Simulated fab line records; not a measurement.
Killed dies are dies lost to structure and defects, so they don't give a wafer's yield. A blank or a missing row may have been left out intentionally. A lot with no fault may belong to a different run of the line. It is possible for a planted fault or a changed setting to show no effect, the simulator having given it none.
A lot that was struck, set against a sound lot ; flow sky130 ; 43 steps out of a route of 708
Sound: the wafers L826.1, L826.4, L826.6. Struck: wafer L819.4 (left out: L819.2, L819.6 of the same lot, which were not struck); the cause appears at the end.
Each step with rows lists, per side, the tool, then ch with its chambers, then its first start. Under that, the readings that differ: sound wafers ; struck wafers ; difference of the means ; sigmas: that difference in standard deviations of wafers without a fault.
alike: words and numbers the same on both sides, and readings whose means are apart by under 2 such deviations; not compared: readings that were withheld, readings missing a value for some wafer, numbers with overlapping values and no deviation given by the record, and bounds like >300 which may hide the same value.
The two part at a step that has a row with sigmas, a row that says differs or no value, or rows on one side only. Numbers that don't overlap but have no deviation are shown without sigmas and don't part them. A reading missing from all wafers of one side parts the sides only when that side holds two or more wafers.

first, 3 steps without rows for these wafers: SKY_SONOS_ONO_WET_ETCH_18 (etches Si3N4 in H3PO4, target depth 15 nm, time 172 s); SKY_GATE_OXIDE_CLEAN_00 (cleans in SC1/SC2, time 150 s); SKY_GATE_OXIDE_OXIDATION_01 (stabilise 600 s, purge 300 s, target thk 10.268 nm).
SKY_GATE_OXIDE_THK_MEAS_02:
  sound on film metro-04, day 18 21:54; struck on film metro-04, day 17 00:34
  alike: GATE_OXIDE_OXIDATION_00_THK
then, 7 steps without rows for these wafers: SKY_GATE_OXIDE_DEHYDRATE_03 (time 60 s); SKY_GATE_OXIDE_HMDS_04 (prime time 60 s); SKY_GATE_OXIDE_COAT_05 (resist thk 1140 nm); SKY_GATE_OXIDE_SOFTBAKE_06 (time 60 s); SKY_GATE_OXIDE_EXPOSE_07 (exposes mask LVOM, target cd 600 nm); SKY_GATE_OXIDE_PEB_08; SKY_GATE_OXIDE_DEVELOP_09 (develop time 60 s).
SKY_GATE_OXIDE_OVL_MEAS_10:
  sound on overlay-01, day 20 04:41; struck on overlay-01, day 18 05:45
  alike: GATE_OXIDE_OVL
SKY_GATE_OXIDE_IMPLANT_11:
  sound on implanter-02 ch 0, day 20 04:44; struck on implanter-01 ch 0, day 18 05:48
  alike: beam on s
then, 1 step without rows for these wafers: SKY_GATE_OXIDE_WET_ETCH_12 (etches SiO2 in dHF, target depth 16.8 nm, time 336 s).
SKY_GATE_OXIDE_STRIP_13: strips in O2/N2.
  sound on plasma asher-03 ch 0,1, day 20 04:59; struck on plasma asher-03 ch 1, day 18 06:02
  alike: drypump motor current A, oes product au, strip time to endpoint s
  not compared: rf hours counter h
SKY_GATE_OXIDE_TW_MEAS_14:
  sound on film metro-03, day 20 05:05; struck on film metro-01, day 18 06:09
  alike: GATE_OXIDE_TW
then, 3 steps without rows for these wafers: SKY_GATE_OXIDE_CLEAN_15 (cleans in SC1/SC2, time 150 s); SKY_GATE_OXIDE_OXIDATION_16 (stabilise 600 s, purge 300 s, target thk 3.57 nm); SKY_POLY_GATE_CVD_00 (deposits poly-Si, target thk 180 nm, time 720 s).
SKY_POLY_GATE_THK_MEAS_01:
  sound on film metro-03, day 20 08:17; struck on film metro-02, day 18 09:00
  alike: POLY_GATE_CVD_00_THK
then, 8 steps without rows for these wafers: SKY_RES_PROTECT_DEHYDRATE_00 (time 60 s); SKY_RES_PROTECT_HMDS_01 (prime time 60 s); SKY_RES_PROTECT_COAT_02 (resist thk 1140 nm); SKY_RES_PROTECT_SOFTBAKE_03 (time 60 s); SKY_RES_PROTECT_EXPOSE_04 (exposes mask RPM, target cd 1270 nm); SKY_RES_PROTECT_PEB_05; SKY_RES_PROTECT_DEVELOP_06 (develop time 60 s); SKY_POLY_GATE_IMPLANT_02.
SKY_RES_PROTECT_STRIP_07: strips in O2/N2.
  sound on plasma asher-02 ch 0,1, day 21 15:14; struck on plasma asher-03 ch 1, day 19 16:33
  alike: drypump motor current A, oes product au, strip time to endpoint s
  not compared: rf hours counter h
SKY_RES_PROTECT_TW_MEAS_08:
  sound on film metro-01, day 21 15:20; struck on film metro-02, day 19 16:40
  alike: POLY_GATE_TW
then, 2 steps without rows for these wafers: SKY_RES_PROTECT_CLEAN_09 (cleans in SC1/SC2, time 150 s); SKY_POLY_GATE_CVD_03 (deposits Si3N4 from DCS/NH3, target thk 75 nm, time 1290 s).
SKY_POLY_GATE_THK_MEAS_04:
  sound on film metro-03, day 21 17:52; struck on film metro-02, day 19 18:08
  alike: POLY_GATE_CVD_03_THK
then, 8 steps without rows for these wafers: SKY_POLY_GATE_DEHYDRATE_05 (time 60 s); SKY_POLY_GATE_HMDS_06 (prime time 60 s); SKY_POLY_GATE_COAT_07 (resist thk 110 nm); SKY_POLY_GATE_COAT_08 (resist thk 450 nm); SKY_POLY_GATE_SOFTBAKE_09 (time 90 s); SKY_POLY_GATE_EXPOSE_10 (exposes mask P1M, target cd 150 nm); SKY_POLY_GATE_PEB_11; SKY_POLY_GATE_DEVELOP_12 (develop time 60 s).
SKY_POLY_GATE_CD_MEAS_13: target cd 150 nm.
  sound on cd sem-02, day 23 00:14; struck on cd sem-02, day 21 00:56
reading;sound;struck;difference;sigmas
cd nm (nm);149.6 149.7 148.1;151.9;+2.8;+2
-- a jump in the record: the struck wafers' starts before and after are 28 days apart (it breaks off in module POLY_GATE and resumes in module PAD_OPEN, where the first step shown is number 708 of the route) --
SKY_PAD_OPEN_PROBE_99:
  sound on prober-01, day 50 04:31; struck on prober-02, day 49 01:19
reading;sound;struck;difference;sigmas
model.etest.nfet_01v8.drive ua um range;13 6.957 6.289;21.58;+12.83;
model.etest.pfet_01v8.drive ua um range;6.193 9.326 7.434;17.74;+10.09;
model.etest.pfet_01v8_lvt.vt v range;0.02409 0.01945 0.02306;0.1723;+0.1501;
model.etest.pfet_01v8.vt v range;0.01214 0.01856 0.01026;0.06766;+0.05401;
model.etest.nfet_01v8.vt v range;0.01194 0.0112 0.01114;0.03062;+0.01919;
  alike: killed_at_M0_to_M3, killed_at_M4_up, killed at contacts, killed at front end, killed at other, killed dies, killed open, killed short

== WHERE THEY PART ==
Within this record, at SKY_POLY_GATE_CD_MEAS_13 only. Later steps at which nothing parts them and some readings are alike: SKY_PAD_OPEN_PROBE_99.

WHY: what the simulator had put in
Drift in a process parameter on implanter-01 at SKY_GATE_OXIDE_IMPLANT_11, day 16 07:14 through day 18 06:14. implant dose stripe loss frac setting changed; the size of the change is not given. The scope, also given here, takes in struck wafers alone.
